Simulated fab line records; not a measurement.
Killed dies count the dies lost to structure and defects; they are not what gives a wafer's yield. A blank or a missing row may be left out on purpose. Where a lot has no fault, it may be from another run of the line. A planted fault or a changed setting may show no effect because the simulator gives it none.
Chamber matching    flow sky130    cmp-01 running SKY_LI_CONTACT_CMP_24: 4 sister chambers
The step polishes, stops on PSG, t overpolish 20 s, target thk 0 nm. 8 wafers are shown with their chamber, then 9 later ones without.

== EACH WAFER AND ITS CHAMBER ==
wafer   chamber  motorCurrentA (A)  timeToEndpointS (s)
L211.1  1        11.2               101
L215.1  2        10.7               101
L217.1  1        12.1               99
L218.1  0        10.8               89
L218.5  3        9.5                95
L219.4  2        10.8               101
L219.5  0        10.7               92
L219.6  3        9.8                97

== WAFERS WITHOUT THEIR CHAMBER ==
wafer   motorCurrentA (A)  timeToEndpointS (s)
L224.3  9.2                104
L224.5  12.2               100
L224.6  10.9               103
L227.2  12.5               99
L227.3  11.1               90
L227.6  9.6                98
L228.2  10.4               102
L228.4  10.4               96
L228.6  11.1               89

== CHAMBER TAKEN BY EACH ==
wafer   from the rows above           in truth
L224.3  can't be placed: 2 or 3       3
L224.5  1                             1
L224.6  can't be placed: 2 or 1       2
L227.2  1                             1
L227.3  0                             0
L227.6  3                             3
L228.2  2                             2
L228.4  can't be placed: 3 or 2 or 0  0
L228.6  0                             0
Placed correctly: 6 of 9. From these rows, 3 cannot be placed; in 3 the true chamber is one of the candidates. 0 placed wrongly.
How it was worked out, from the rows above alone: a wafer's distance from a chamber is the root of the sum, over the readings, of the square of ((its reading less the chamber's mean) divided by the reading's scatter). If the next closest chamber is less than 2 further off than the closest, the wafer can't be placed; otherwise it belongs to the closest. Each chamber's mean is taken over the wafers shown for it. The scatter: take each reading less its chamber's mean, square it, sum over the shown wafers, divide by the number of wafers less the number of chambers, and take the root.
